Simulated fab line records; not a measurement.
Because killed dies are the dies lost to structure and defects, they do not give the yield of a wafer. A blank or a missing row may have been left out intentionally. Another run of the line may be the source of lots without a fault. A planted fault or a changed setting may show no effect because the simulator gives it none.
A sampling plan put to the test -- flow gf180mcu -- each of the 18 faults these records tell of, on one fab line, judged from the records of the lots it struck
The plan consists of the line's own looks: route steps at which the wafer is read by a gauge or an inspection but not changed. A look is open to judgement when struck wafers have a number at it and the file gives its usual mean and standard deviation on fault-free wafers. Caught: 4 or more of those standard deviations (sigma) separate the usual mean from the mean of the struck wafers at a look after the fault's first step. On the tool: the identical test, applied to the tool's own readings at the steps of the fault. If the struck wafers alone have a blank record, or they carry another recipe, that too counts as caught.

## THE FAULTS, as the simulator had put them in
1. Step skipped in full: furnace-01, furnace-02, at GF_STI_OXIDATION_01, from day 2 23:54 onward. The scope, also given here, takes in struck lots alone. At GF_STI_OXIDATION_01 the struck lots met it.
2. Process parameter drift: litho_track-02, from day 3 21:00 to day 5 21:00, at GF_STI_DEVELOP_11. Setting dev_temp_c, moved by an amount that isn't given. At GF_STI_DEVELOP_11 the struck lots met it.
3. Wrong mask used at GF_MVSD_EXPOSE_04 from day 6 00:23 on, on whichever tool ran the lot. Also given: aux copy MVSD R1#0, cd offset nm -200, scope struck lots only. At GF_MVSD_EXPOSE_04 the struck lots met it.
4. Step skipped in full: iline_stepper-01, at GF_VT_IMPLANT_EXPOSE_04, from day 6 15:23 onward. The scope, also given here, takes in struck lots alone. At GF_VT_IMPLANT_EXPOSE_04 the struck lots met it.
5. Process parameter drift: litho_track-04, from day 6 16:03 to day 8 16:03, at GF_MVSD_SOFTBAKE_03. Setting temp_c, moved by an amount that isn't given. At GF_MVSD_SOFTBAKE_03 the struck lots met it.
6. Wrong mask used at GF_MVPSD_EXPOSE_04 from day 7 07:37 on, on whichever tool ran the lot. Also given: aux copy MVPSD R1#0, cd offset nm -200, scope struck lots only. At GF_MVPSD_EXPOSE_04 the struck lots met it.
7. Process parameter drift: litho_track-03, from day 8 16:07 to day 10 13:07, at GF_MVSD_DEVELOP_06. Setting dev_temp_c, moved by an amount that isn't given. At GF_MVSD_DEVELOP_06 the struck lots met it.
8. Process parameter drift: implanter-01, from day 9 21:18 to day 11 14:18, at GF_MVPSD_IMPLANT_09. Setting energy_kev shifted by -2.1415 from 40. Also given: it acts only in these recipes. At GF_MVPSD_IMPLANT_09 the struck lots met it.
9. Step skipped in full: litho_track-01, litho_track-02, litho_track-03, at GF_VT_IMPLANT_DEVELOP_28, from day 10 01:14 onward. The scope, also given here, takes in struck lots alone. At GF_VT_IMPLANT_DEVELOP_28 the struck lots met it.
10. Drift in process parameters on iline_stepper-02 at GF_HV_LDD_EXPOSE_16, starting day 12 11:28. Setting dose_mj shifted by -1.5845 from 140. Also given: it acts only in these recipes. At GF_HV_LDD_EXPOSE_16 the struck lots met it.
11. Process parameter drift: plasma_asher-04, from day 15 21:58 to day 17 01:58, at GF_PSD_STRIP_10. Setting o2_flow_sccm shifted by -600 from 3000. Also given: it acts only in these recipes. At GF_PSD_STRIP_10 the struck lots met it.
12. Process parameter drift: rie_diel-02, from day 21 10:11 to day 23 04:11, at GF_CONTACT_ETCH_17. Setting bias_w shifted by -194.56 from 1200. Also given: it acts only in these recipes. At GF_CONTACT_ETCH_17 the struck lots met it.
13. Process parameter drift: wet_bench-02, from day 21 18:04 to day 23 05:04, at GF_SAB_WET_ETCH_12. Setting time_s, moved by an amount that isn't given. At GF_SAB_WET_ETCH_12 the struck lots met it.
14. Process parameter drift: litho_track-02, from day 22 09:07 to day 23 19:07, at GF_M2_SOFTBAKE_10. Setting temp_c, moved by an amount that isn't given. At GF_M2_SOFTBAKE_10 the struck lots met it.
15. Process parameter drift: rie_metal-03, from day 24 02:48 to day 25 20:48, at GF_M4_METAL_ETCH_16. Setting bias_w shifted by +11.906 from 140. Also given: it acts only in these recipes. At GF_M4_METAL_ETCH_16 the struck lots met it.
16. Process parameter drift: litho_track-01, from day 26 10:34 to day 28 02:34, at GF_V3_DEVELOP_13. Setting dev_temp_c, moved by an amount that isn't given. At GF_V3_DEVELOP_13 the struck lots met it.
17. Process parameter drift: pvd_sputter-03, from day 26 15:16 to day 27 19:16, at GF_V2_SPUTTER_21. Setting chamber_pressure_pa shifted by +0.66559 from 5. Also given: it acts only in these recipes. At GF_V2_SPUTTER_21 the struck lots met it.
18. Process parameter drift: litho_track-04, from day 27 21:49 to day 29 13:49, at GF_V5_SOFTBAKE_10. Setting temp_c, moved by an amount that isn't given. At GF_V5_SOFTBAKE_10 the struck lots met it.

## WHAT THE PLAN SAW
fault,on the tool itself,first look that catches it,"reading, sigma",median hours from its first step to that look,hours from the fault's start to the first struck lot there,judged looks passed uncaught
1,the tool's record is blank for the struck wafers,not the one look that can be judged after it,-,-,-,1
2,developer_temp_C +6.6 sigma,not the one look that can be judged after it,-,-,-,1
3,no reading that can be judged,not the one look that can be judged after it,-,-,-,1
4,no reading that can be judged,no look after it can be judged,-,-,-,0
5,plate_temp_C +43 sigma,none of the 2 looks that can be judged after it,-,-,-,2
6,no reading that can be judged,none of the 2 looks that can be judged after it,-,-,-,2
7,developer_temp_C -9.0 sigma,none of the 3 looks that can be judged after it,-,-,-,3
8,beam_energy_keV -99 or beyond sigma,no look after it can be judged,-,-,-,0
9,the tool's record is blank for the struck wafers,no look after it can be judged,-,-,-,0
10,exposure_dose_mJ_cm2 -11 sigma,no look after it can be judged,-,-,-,0
11,o2_flow_sccm -46 sigma,none of the 2 looks that can be judged after it,-,-,-,2
12,bias_w -56 sigma,no look after it can be judged,-,-,-,0
13,run_length_s -21 sigma,no look after it can be judged,-,-,-,0
14,heater_power_total_W +35 sigma,GF_M2_CD_MEAS_14,cd_nm -4.9,11.7,12,0
15,bias_w +28 sigma,not the one look that can be judged after it,-,-,-,1
16,developer_temp_C -23 sigma,not the one look that can be judged after it,-,-,-,1
17,chamber_pressure_pa +68 sigma,none of the 2 looks that can be judged after it,-,-,-,2
18,heater_power_total_W +99 or beyond sigma,GF_V5_CD_MEAS_14,cd_nm +48,9.8,13,0
Dash: fault not caught, or number not given in these records.

Caught at a look: 2 of 18. Caught on the tool: 15 of 18. By one or the other: 15 of 18.
Faults caught by the tool alone: 1, 2, 5, 7, 8, 9, 10, 11, 12, 13, 15, 16, 17.
Caught by neither: faults 3, 4, 6.

## THINNER SAMPLING
In the worst case, this is how late the first struck lot would be measured if the look that catches a fault measured only every second or every third lot, by lot number:
fault,"struck lots at that look, in order of time",every lot,every second lot,every third lot
14,"L935, L936",12 h,24 h,may miss all 2
18,"L170, L174",13 h,may miss all 2,may miss all 2
Hours count from the start of the fault until the first struck lot that is measured. The limit of 4 sigma was tested on all struck wafers together, so one lot alone may lie under it. Other struck lots may not be in these records.

## THE LONGEST TIMED WAY FROM STEP TO LOOK
Fault 14: the median time between GF_M2_SOFTBAKE_10 and GF_M2_CD_MEAS_14 is 11.7 hours. No look between them can be judged.
